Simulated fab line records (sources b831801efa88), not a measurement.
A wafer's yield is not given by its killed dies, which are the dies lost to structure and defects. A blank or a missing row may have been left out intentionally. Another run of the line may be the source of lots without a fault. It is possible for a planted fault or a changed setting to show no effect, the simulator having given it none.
One fault seen from 2 desks | flow sky130 | what lay behind the numbers comes last; until then each desk has only its own

THE TOOL OWNER'S DESK: pvdSputter-02
At SKY_LI_CONTACT_SPUTTER_20 (material TiN, target thk 20 nm, time 80 s) the tool's own readings: per lot run on this tool, the mean of the sampled wafers that have a number. A lot is out of limits, marked OUT, if its mean lies more than 4 standard deviations from the usual mean; the brackets give that distance.
Columns: A = throttleValvePct at SKY_LI_CONTACT_SPUTTER_20, usual 31.0 %
lot  | first seen here | A
L357 | day 35 13:00    | 30.9
L359 | day 35 13:19    | 30.3
L360 | day 35 15:08    | 30.8
This desk found nothing out of limits on any of the 3 lots.

FROM THE METROLOGY DESK
Lot by lot, what the gauges showed, no matter which tool ran the lot: averages of those sampled wafers that carry a number. A lot is out of limits, marked OUT, if its mean lies more than 4 standard deviations from the usual mean; the brackets give that distance.
Columns: A = cdNm at SKY_LI_CONTACT_CD_MEAS_12, usual 170.2 nm; B = LI_CONTACT_OVL at SKY_LI_CONTACT_OVL_MEAS_13, usual 1 nm
lot  | first seen here | A     | B
L352 | day 31 08:02    | 168.0 | 3
L357 | day 35 12:20    | 172.1 | 6
L359 | day 35 12:40    | 168.5 | 7
L360 | day 35 14:28    | 169.9 | -0
L365 | day 35 15:26    | 170.2 | -6
L368 | day 35 23:16    | 170.9 | 2
This desk found nothing out of limits on any of the 6 lots.

ALL TOGETHER
Nothing out of limits was seen by the tool owner's desk.
Metrology desk: nothing out of limits seen.

WHAT THE SIMULATOR HAD PUT IN
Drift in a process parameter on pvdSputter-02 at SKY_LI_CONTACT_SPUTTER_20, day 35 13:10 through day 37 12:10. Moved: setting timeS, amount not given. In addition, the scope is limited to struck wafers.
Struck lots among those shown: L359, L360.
